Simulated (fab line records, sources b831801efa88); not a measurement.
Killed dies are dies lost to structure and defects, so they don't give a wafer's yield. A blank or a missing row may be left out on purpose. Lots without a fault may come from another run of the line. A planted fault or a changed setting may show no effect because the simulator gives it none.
Chamber matching | flow gf180mcu | GF_V4_CVD_02 on pecvd-04: 3 sister chambers
The step deposits SiO2 from TEOS, target thk 850 nm, time 94.851 s. 3 wafers are shown with their chamber, then 8 later ones without.

WAFERS WITH THEIR CHAMBER
wafer  | chamber | heater_power_w (W)
L094.2 | 1       | 739
L094.4 | 2       | 789
L096.1 | 0       | 672

WAFERS WITHOUT THEIR CHAMBER
wafer  | heater_power_w (W)
L096.4 | 715
L096.6 | 706
L092.1 | 588
L092.2 | 775
L092.4 | 619
L097.3 | 742
L097.5 | 754
L097.6 | 654

WHICH CHAMBER EACH WENT THROUGH
wafer  | from the rows above          | in truth
L096.4 | can't be placed: 1 or 0 or 2 | 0
L096.6 | can't be placed: 1 or 0 or 2 | 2
L092.1 | can't be placed: 0 or 1      | 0
L092.2 | can't be placed: 2 or 1      | 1
L092.4 | can't be placed: 0 or 1      | 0
L097.3 | can't be placed: 1 or 2 or 0 | 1
L097.5 | can't be placed: 1 or 2 or 0 | 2
L097.6 | can't be placed: 0 or 1      | 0
Placed correctly: 0 of 8. Can't be placed from these rows: 8 (the true chamber is among the candidates in 8). Placed wrongly: 0.
How it was worked out, from the rows above alone: a wafer's distance from a chamber is the root of the sum, over the readings, of the square of ((its reading less the chamber's mean) divided by the reading's scatter). The wafer belongs to the nearest chamber; if the next one is less than 2 further off, it can't be placed. A chamber's mean is the mean of its shown wafers. The scatter: with one shown wafer a chamber, the root of the mean of the squares of how far each hidden wafer lies from its nearest shown one.
